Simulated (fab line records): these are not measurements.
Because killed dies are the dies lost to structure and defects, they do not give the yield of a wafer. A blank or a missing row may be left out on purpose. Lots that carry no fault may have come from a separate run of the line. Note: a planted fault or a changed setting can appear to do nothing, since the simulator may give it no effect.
What tool caused it? / flow sfq line / 7 lots with 21 wafers sampled at 6 steps, on a route of 325 steps

== WHAT THE GAUGES READ, wafer by wafer ==
SFQ_I7_OVL_MEAS_947.
lot=L663; measured=day 81 16:45; on=overlay-01; I7_OVL (nm)=3 1 3
lot=L665; measured=day 81 20:19; on=overlay-02; I7_OVL (nm)=-5 -1 0
lot=L667; measured=day 82 02:19; on=overlay-02; I7_OVL (nm)=3 0 2
lot=L669; measured=day 86 20:15; on=overlay-02; I7_OVL (nm)=-2 3 0
lot=L671; measured=day 86 23:51; on=overlay-01; I7_OVL (nm)=-13 -12 -15
lot=L673; measured=day 87 11:51; on=overlay-02; I7_OVL (nm)=-4 2 -10
lot=L676; measured=day 87 23:50; on=overlay-02; I7_OVL (nm)=-3 -6 -10

== EACH LOT AND THE TOOL THAT RAN IT (in order: tool; ch and the chambers of the sampled wafers; start) ==
lot=L663; SFQ_TRILAYER_I0_CMP_CMP_028=cmp-01 ch 1,3, day 7 19:25; SFQ_TRILAYER_I0_METRO_MEASURE_029=film metro-03, day 7 22:02; SFQ_TRILAYER_I0_VIA_ETCH_VIA_ETCH_034=rie diel-02 ch 0,1,3, day 9 14:59; SFQ_TRILAYER_I5_ETCH_VIA_ETCH_147=rie diel-04 ch 0,2, day 65 23:20; SFQ_TRILAYER_M7_STRIP_STRIP_181=rie metal-03 ch 0,1, day 81 09:17
lot=L665; SFQ_TRILAYER_I0_CMP_CMP_028=cmp-01 ch 1,2,3, day 8 18:55; SFQ_TRILAYER_I0_METRO_MEASURE_029=film metro-04, day 8 22:02; SFQ_TRILAYER_I0_VIA_ETCH_VIA_ETCH_034=rie diel-02 ch 0,1,3, day 10 11:23; SFQ_TRILAYER_I5_ETCH_VIA_ETCH_147=rie diel-04 ch 0,2,3, day 66 08:01; SFQ_TRILAYER_M7_STRIP_STRIP_181=rie metal-03 ch 0,1, day 81 12:53
lot=L667; SFQ_TRILAYER_I0_CMP_CMP_028=cmp-02 ch 0,1,2, day 9 07:39; SFQ_TRILAYER_I0_METRO_MEASURE_029=film metro-03, day 9 10:16; SFQ_TRILAYER_I0_VIA_ETCH_VIA_ETCH_034=rie diel-02 ch 0,1,2, day 11 03:05; SFQ_TRILAYER_I5_ETCH_VIA_ETCH_147=rie diel-01 ch 0,2,3, day 67 03:59; SFQ_TRILAYER_M7_STRIP_STRIP_181=rie metal-02 ch 0,1, day 81 17:41
lot=L669; SFQ_TRILAYER_I0_CMP_CMP_028=cmp-02 ch 1,2, day 9 16:09; SFQ_TRILAYER_I0_METRO_MEASURE_029=film metro-04, day 9 19:28; SFQ_TRILAYER_I0_VIA_ETCH_VIA_ETCH_034=rie diel-04 ch 2,3, day 11 10:35; SFQ_TRILAYER_I5_ETCH_VIA_ETCH_147=rie diel-04 ch 1,2,3, day 67 20:58; SFQ_TRILAYER_M7_STRIP_STRIP_181=rie metal-03 ch 0, day 81 22:29
lot=L671; SFQ_TRILAYER_I0_CMP_CMP_028=cmp-02 ch 0,1, day 10 01:39; SFQ_TRILAYER_I0_METRO_MEASURE_029=film metro-03, day 10 04:28; SFQ_TRILAYER_I0_VIA_ETCH_VIA_ETCH_034=rie diel-02 ch 1,2, day 11 21:05; SFQ_TRILAYER_I5_ETCH_VIA_ETCH_147=rie diel-01 ch 0,3, day 71 17:20; SFQ_TRILAYER_M7_STRIP_STRIP_181=rie metal-03 ch 0,1, day 82 01:20
lot=L673; SFQ_TRILAYER_I0_CMP_CMP_028=cmp-02 ch 0,1,3, day 10 16:09; SFQ_TRILAYER_I0_METRO_MEASURE_029=film metro-03, day 10 19:28; SFQ_TRILAYER_I0_VIA_ETCH_VIA_ETCH_034=rie diel-03 ch 1,2,3, day 12 10:17; SFQ_TRILAYER_I5_ETCH_VIA_ETCH_147=rie diel-04 ch 0,1,3, day 72 22:04; SFQ_TRILAYER_M7_STRIP_STRIP_181=rie metal-02 ch 0, day 82 19:19
lot=L676; SFQ_TRILAYER_I0_CMP_CMP_028=cmp-01 ch 0,3, day 11 11:03; SFQ_TRILAYER_I0_METRO_MEASURE_029=film metro-03, day 11 14:10; SFQ_TRILAYER_I0_VIA_ETCH_VIA_ETCH_034=rie diel-02 ch 1,2, day 13 05:07; SFQ_TRILAYER_I5_ETCH_VIA_ETCH_147=rie diel-04 ch 0,1,2, day 73 06:28; SFQ_TRILAYER_M7_STRIP_STRIP_181=rie metal-03 ch 0,1, day 83 04:32
- SFQ_TRILAYER_I0_CMP_CMP_028: polishes SiO2.
- SFQ_TRILAYER_I0_METRO_MEASURE_029
- SFQ_TRILAYER_I0_VIA_ETCH_VIA_ETCH_034: etches SiO2 in CHF3, stops on Nb, target depth 260 nm.
- SFQ_TRILAYER_I5_ETCH_VIA_ETCH_147: etches the open film in CHF3, stops on Nb, target depth 360 nm.
- SFQ_TRILAYER_M7_STRIP_STRIP_181: strips in O2.

== THE ANSWER, worked out from the rows above alone ==
Rule: the usual values come from the lots themselves. The widest of any qualifying gaps counts: lots, ordered by their means at a reading, are off when they make up no more than a third of the lots, leave a main group of 4 or more, and stand apart from it by 3 or more times the standard deviation of that group's means. A main group whose means are all the same, to the digits that the tables above print for the reading, isn't used. Also off: a lot with no number at a reading for which 4 or more lots have one. All remaining lots with rows at the step are treated as sound.
None of the lots is off at any reading shown; this tells nothing.

== WHAT THE SIMULATOR HAD INSERTED ==
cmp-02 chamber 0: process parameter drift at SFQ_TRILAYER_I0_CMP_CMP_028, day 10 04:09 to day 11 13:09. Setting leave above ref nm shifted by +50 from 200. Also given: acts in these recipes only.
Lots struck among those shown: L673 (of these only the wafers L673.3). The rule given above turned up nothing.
